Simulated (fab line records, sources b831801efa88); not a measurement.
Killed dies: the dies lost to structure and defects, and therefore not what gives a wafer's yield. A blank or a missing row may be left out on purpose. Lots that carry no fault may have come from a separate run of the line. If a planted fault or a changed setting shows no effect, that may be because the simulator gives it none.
Chamber matching + flow sky130 + 4 sister chambers for SKY_METAL4_ETCH_17 on rie-diel-03
The step etches SiO2 in C4F8/O2/Ar, stops on TiN, time 3.9 s, target depth 15 nm. 14 wafers are shown with their chamber, then 7 later ones without.

## WAFERS, EACH WITH ITS CHAMBER
| wafer  | chamber | oes-product-au (a.u.) |
|--------|---------|-----------------------|
| L312.1 | 2       | 0.749                 |
| L312.3 | 0       | 0.752                 |
| L312.6 | 1       | 0.758                 |
| L319.2 | 0       | 0.752                 |
| L319.4 | 2       | 0.765                 |
| L319.5 | 3       | 0.757                 |
| L320.1 | 0       | 0.747                 |
| L320.2 | 3       | 0.761                 |
| L320.4 | 1       | 0.761                 |
| L323.1 | 2       | 0.750                 |
| L323.5 | 3       | 0.753                 |
| L323.6 | 0       | 0.761                 |
| L325.4 | 1       | 0.759                 |
| L325.5 | 2       | 0.753                 |

SIGNATURES (means of the wafers above)
| reading        | chamber 0 | chamber 1 | chamber 2 | chamber 3 | scatter within a chamber |
|----------------|-----------|-----------|-----------|-----------|--------------------------|
| oes-product-au | 0.75300   | 0.75933   | 0.75425   | 0.75700   | 0.00549                  |
Rule: distance of a wafer from a chamber = root of the sum over the readings of ((wafer's reading minus chamber's mean) / reading's scatter) squared. If the next closest chamber is less than 2 further off than the closest, the wafer can't be placed; otherwise it belongs to the closest. How the scatter is found: for the shown wafers, subtract from each reading the mean of its chamber, square and add these, divide the total by (wafers less chambers), then take the root.

## WAFERS MISSING THEIR CHAMBER
| wafer  | oes-product-au (a.u.) |
|--------|-----------------------|
| L325.6 | 0.744                 |
| L327.2 | 0.754                 |
| L327.3 | 0.748                 |
| L327.5 | 0.758                 |
| L328.2 | 0.742                 |
| L328.3 | 0.742                 |
| L328.5 | 0.756                 |

## WHICH CHAMBER EACH ONE RAN IN
| wafer  | from the rows above               | in truth |
|--------|-----------------------------------|----------|
| L325.6 | can't be placed: 0 or 2 or 3 or 1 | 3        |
| L327.2 | can't be placed: 2 or 0 or 3 or 1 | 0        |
| L327.3 | can't be placed: 0 or 2 or 3 or 1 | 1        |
| L327.5 | can't be placed: 3 or 1 or 2 or 0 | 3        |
| L328.2 | can't be placed: 0 or 2 or 3 or 1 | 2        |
| L328.3 | can't be placed: 0 or 2 or 3 or 1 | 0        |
| L328.5 | can't be placed: 3 or 2 or 0 or 1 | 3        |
Correct placement for 0 of the 7. Not placeable from these rows: 7 (in 7, the candidates include the true chamber). Placed wrongly: 0.
